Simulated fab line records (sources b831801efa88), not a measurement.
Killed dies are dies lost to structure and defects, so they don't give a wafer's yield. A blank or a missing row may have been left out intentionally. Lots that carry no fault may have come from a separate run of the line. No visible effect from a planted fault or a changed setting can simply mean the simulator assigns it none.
Struck lot and sound lot, side by side || flow gf180mcu || 43 out of 602 route steps
Sound: wafers L311.4, L311.5, L311.6. Struck: wafers L320.1, L320.2, L320.6. The cause is named last.
Per side, at each step with rows, come the tool, then ch with its chambers, and then its first start. Under that, the readings that differ: sound wafers || struck wafers || difference of the means || sigmas: that difference in standard deviations of wafers without a fault.
alike: readings whose means differ by less than 2 such deviations, and words and numbers that are the same on both sides. not compared: withheld readings, readings that some wafer has no value for, bounds like >300 that may hide the same value, and numbers for which the record gives no deviation and whose values overlap.
A row with sigmas, a row that says differs or no value, or rows on one side alone: a step with any of these is where the two part. Numbers that have no deviation but don't overlap get no sigmas and don't part them. A reading that every wafer of one side lacks parts them only if that side has two wafers or more.

first, 4 steps without rows for these wafers: GF_SAB_SOFTBAKE_05 (time 60 s); GF_SAB_EXPOSE_06 (exposes mask SAB, target cd 420 nm); GF_SAB_PEB_07; GF_SAB_DEVELOP_08 (develop time 60 s).
GF_SAB_CD_MEAS_09: target cd 420 nm.
  sound on cd_sem-02 at day 17 04:16; struck on cd_sem-02 at day 21 09:54
  alike: cd_nm
GF_SAB_OVL_MEAS_10:
  sound on overlay-02 at day 17 04:20; struck on overlay-02 at day 21 10:01
  alike: SAB_OVL
then, 2 steps without rows for these wafers: GF_SAB_ETCH_11 (etches SiO2 in C4F8/O2/Ar, target depth 55 nm, time 8.5 s); GF_SAB_WET_ETCH_12 (etches SiO2 in dHF, target depth 22 nm, time 440 s).
GF_SAB_STRIP_13: strips in O2/N2.
  sound on plasma_asher-03 ch 0,1, day 17 04:32; struck on plasma_asher-04 ch 0,1, day 21 10:13
  alike: chamber_pressure_mTorr, drypump_motor_current_A, heater_power_w, oes_product_au, strip_time_to_endpoint_s
  not compared: rf_hours_counter_h
then, 3 steps without rows for these wafers: GF_SALICIDE_CLEAN_00 (cleans in SC1/SC2, time 150 s); GF_SALICIDE_WET_ETCH_01 (etches SiO2 in dHF, target depth 5 nm, time 100 s); GF_SALICIDE_SPUTTER_02 (material Co, target thk 10 nm, time 20 s).
GF_SALICIDE_SPUTTER_03: material TiN, target thk 20 nm, time 16.7 s.
  sound on pvd_sputter-03 at day 17 04:43; struck on pvd_sputter-03 at day 21 10:25
  alike: throttle_valve_pct
GF_SALICIDE_RS_MEAS_04: measurement is done with a four-point probe.
  sound on film_metro-02 at day 17 04:49; struck on film_metro-02 at day 21 10:27
  alike: SALICIDE_TIN_RS
GF_SALICIDE_THK_MEAS_05: measures by xrf.
  sound on film_metro-02 at day 17 04:54; struck on film_metro-02 at day 21 10:34
  alike: SALICIDE_TIN_THK
GF_SALICIDE_RTA_06: time 30 s.
  sound on rtp_anneal-01 ch 0, day 17 04:59; struck on rtp_anneal-02 ch 0, day 21 10:38
{"reading": "lamp_power_pct (%)", "sound": "5.7 5.7 5.7", "struck": "6.4 6.4 6.4", "difference": "+0.7", "sigmas": "+2"}
  alike: chamber_o2_ppm, wafer_temp_C_max
then, 3 steps without rows for these wafers: GF_SALICIDE_WET_ETCH_07 (etches the open film in SPM, target depth 120 nm); GF_SALICIDE_RTA_08 (time 30 s); GF_CONTACT_CVD_00 (deposits SiO2, target thk 300 nm, time 50 s).
GF_CONTACT_THK_MEAS_01:
  sound on film_metro-04 at day 17 05:17; struck on film_metro-02 at day 21 10:58
  alike: CONTACT_CVD_00_THK
GF_CONTACT_CVD_02: deposits SiO2 from TEOS, target thk 860 nm, time 95.992 s.
  sound on pecvd-04 ch 0,1,2, day 17 05:22; struck on pecvd-02 ch 0,1, day 21 11:02
  alike: heater_power_w
GF_CONTACT_THK_MEAS_03:
  sound on film_metro-02 at day 17 05:25; struck on film_metro-01 at day 21 11:08
{"reading": "CONTACT_CVD_02_THK (nm)", "sound": "864 883 862", "struck": "844 839 847", "difference": -26, "sigmas": -2}
then, 1 step without rows for these wafers: GF_CONTACT_CMP_04 (polishes SiO2).
GF_CONTACT_BOW_MEAS_05:
  sound on film_metro-01 at day 17 05:49; struck on film_metro-01 at day 21 11:29
  alike: CONTACT_BOW
then, 8 steps without rows for these wafers: GF_CONTACT_DEHYDRATE_06 (time 60 s); GF_CONTACT_HMDS_07 (prime time 60 s); GF_CONTACT_COAT_08; GF_CONTACT_COAT_09 (resist thk 1000 nm); GF_CONTACT_SOFTBAKE_10 (time 60 s); GF_CONTACT_EXPOSE_11 (exposes mask Contact, target cd 220 nm); GF_CONTACT_PEB_12 (peb time 90 s); GF_CONTACT_DEVELOP_13 (develop time 60 s).
GF_CONTACT_CD_MEAS_14: target cd 220 nm.
  sound on cd_sem-01 at day 18 05:16; struck on cd_sem-01 at day 22 11:01
  alike: cd_nm
GF_CONTACT_OVL_MEAS_15:
  sound on overlay-02 at day 18 05:20; struck on overlay-01 at day 22 11:08
  alike: CONTACT_OVL
GF_CONTACT_ETCH_16: etches BARC in N2/H2.
  sound on rie_diel-02 ch 0,1,2, day 18 05:22; struck on rie_diel-04 ch 1,3, day 22 11:10
  alike: chamber_pressure_mTorr, drypump_motor_current_A, oes_product_au, throttle_valve_pct
then, 6 steps without rows for these wafers: GF_CONTACT_ETCH_17 (etches SiO2 in C4F8/O2/Ar, stops on CoSi2, target depth 860 nm); GF_CONTACT_STRIP_18 (strips in O2/N2); GF_CONTACT_CLEAN_19 (cleans in SPM); GF_CONTACT_CLEAN_20 (cleans in DIW); GF_CONTACT_CLEAN_21 (cleans in dHF, time 20 s); GF_CONTACT_SPUTTER_22 (material Ti, target thk 15 nm, time 80.02 s).
GF_CONTACT_SPUTTER_23: material TiN, target thk 10 nm, time 40 s.
  sound on pvd_sputter-01 at day 18 05:53; struck on pvd_sputter-02 at day 22 11:48
  alike: throttle_valve_pct
-- the record jumps here: 11 days lie between the struck wafers' starts before and after (it left off in module CONTACT and takes up again in module PASSIVATION, whose first step shown is number 602 of the route) --
GF_PASSIVATION_PROBE_99:
  record: rows for the struck wafers here (prober-01, day 33 20:41), none for the sound ones

WHERE THEY PART
Earliest at GF_SALICIDE_RTA_06; latest, in this record, at GF_PASSIVATION_PROBE_99.

WHY: what the simulator had put in
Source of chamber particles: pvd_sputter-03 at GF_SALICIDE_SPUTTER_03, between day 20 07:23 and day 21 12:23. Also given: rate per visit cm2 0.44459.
